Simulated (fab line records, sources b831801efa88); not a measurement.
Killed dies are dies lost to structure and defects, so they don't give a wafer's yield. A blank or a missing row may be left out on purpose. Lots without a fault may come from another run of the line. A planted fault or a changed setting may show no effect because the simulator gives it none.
Which tool did it? | flow gf180mcu | 6 lots, 18 wafers sampled, at 2 steps of a route of 602

WHAT THE GAUGES READ, wafer by wafer
GF_MVPSD_OVL_MEAS_07.
lot  | measured     | on         | MVPSD_OVL (nm)
L749 | day 5 14:14  | overlay-01 | -1.1 -1.5 -1.2
L755 | day 7 02:09  | overlay-02 | -89.0 -88.6 -87.1
L758 | day 7 22:02  | overlay-01 | -87.9 -88.5 -85.8
L761 | day 8 13:08  | overlay-02 | -0.4 -1.5 1.3
L766 | day 9 20:45  | overlay-01 | 0.6 0.4 0.1
L769 | day 10 09:23 | overlay-01 | -0.1 1.6 0.8

WHICH TOOL RAN EACH LOT (tool, then ch and the chambers of the sampled wafers, then the start)
lot  | GF_MVPSD_EXPOSE_04
L749 | iline_stepper-01 ch 0, day 5 06:58
L755 | iline_stepper-01 ch 0, day 6 18:24
L758 | iline_stepper-01 ch 0, day 7 14:49
L761 | iline_stepper-02 ch 0, day 8 05:58
L766 | iline_stepper-02 ch 0, day 9 12:40
L769 | iline_stepper-02 ch 0, day 10 00:40
- GF_MVPSD_EXPOSE_04: exposes mask MVPSD, target cd 1000 nm.

THE ANSWER, worked out from the rows above alone
Rule: what is usual is taken from the lots themselves. Put in order of their means at a reading, lots are off if they are a third of the lots or fewer, leave a main group of 4 or more, and stand apart from it by a gap of 3 or more times the standard deviation of the main group's means; of several such gaps the widest counts. A main group whose means are all the same, to the digits that the tables above print for the reading, isn't used. A lot without any number at a reading at which 4 lots or more have one is off too. The other lots that the step has rows for count as sound.
Off: L755, L758, at GF_MVPSD_OVL_MEAS_07 (MVPSD_OVL). The main group: mean -0.1 nm, standard deviation 0.76.
A tool fits if, at a process step before that reading, it ran every lot that is off, and no sound lot after the first of them. The gauges at GF_MVPSD_OVL_MEAS_07 are tried like those tools. One fits: iline_stepper-01 at GF_MVPSD_EXPOSE_04. Its last sound lot is L749 (day 5 06:58), its first lot that is off L755 (day 6 18:24): a fault that began between those two fits.

WHAT THE SIMULATOR HAD PUT IN
Scanner matching overlay: iline_stepper-01, from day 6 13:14 on, at GF_MVPSD_EXPOSE_04. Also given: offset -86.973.
Lots struck among those shown: L755, L758. The rule above found the same.
